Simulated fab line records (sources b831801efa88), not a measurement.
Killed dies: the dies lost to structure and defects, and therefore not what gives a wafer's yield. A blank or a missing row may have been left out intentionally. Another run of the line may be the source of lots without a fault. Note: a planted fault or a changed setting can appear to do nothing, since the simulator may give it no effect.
Matching of chambers    flow sky130    SKY_CONTACT_CMP_04 on cmp-02 has 4 sister chambers
The step polishes SiO2. 14 wafers are shown with their chamber, then 7 later ones without.

## WAFERS WITH THEIR CHAMBER
wafer   chamber  edge zone pressure frac  time to endpoint s (s)  motor current A (A)
L543.1  2        1.000                    85                      11.5
L543.5  3        1.007                    85                      11.7
L543.6  2        1.003                    86                      11.5
L547.1  2        0.988                    92                      12.8
L547.3  3        1.011                    87                      11.8
L547.4  0        0.999                    86                      11.5
L550.1  2        1.008                    79                      11.4
L550.3  0        0.997                    79                      12.1
L550.6  2        1.002                    83                      12.2
L552.1  1        1.002                    81                      11.4
L552.2  0        0.995                    81                      11.7
L552.6  0        0.995                    82                      11.5
L555.2  0        1.008                    84                      11.8
L555.5  0        1.005                    80                      11.4

SIGNATURES (means of the wafers above)
reading                  chamber 0  chamber 1  chamber 2  chamber 3  scatter within a chamber
edge zone pressure frac  0.99983    1.00200    1.00020    1.00900    0.00615
time to endpoint s       82.00      81.00      85.00      86.00      3.55
motor current A          11.667     11.400     11.880     11.750     0.425
Rule: for each reading, subtract the chamber's mean from the wafer's reading, divide by that reading's scatter and square the result; add these up over the readings and take the root, which gives the wafer's distance from the chamber. If the next closest chamber is less than 2 further off than the closest, the wafer can't be placed; otherwise it belongs to the closest. How the scatter is found: for the shown wafers, subtract from each reading the mean of its chamber, square and add these, divide the total by (wafers less chambers), then take the root.

## WAFERS WITHOUT THEIR CHAMBER
wafer   edge zone pressure frac  time to endpoint s (s)  motor current A (A)
L555.6  1.002                    77                      11.4
L562.1  1.006                    84                      12.1
L562.3  1.013                    85                      12.3
L562.5  0.997                    83                      10.8
L563.1  1.001                    85                      10.9
L563.2  0.995                    84                      11.1
L563.3  1.002                    84                      11.4

## EACH ONE'S CHAMBER
wafer   from the rows above                in truth
L555.6  can't be placed: 1 or 0 or 2 or 3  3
L562.1  can't be placed: 3 or 2 or 0 or 1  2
L562.3  can't be placed: 3 or 2 or 0 or 1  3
L562.5  can't be placed: 1 or 0 or 2 or 3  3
L563.1  can't be placed: 1 or 0 or 2 or 3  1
L563.2  can't be placed: 1 or 0 or 2 or 3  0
L563.3  can't be placed: 1 or 0 or 2 or 3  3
0 of 7 placed correctly. These rows do not allow placing 7 (true chamber among the candidates in 7). Wrongly placed: 0.
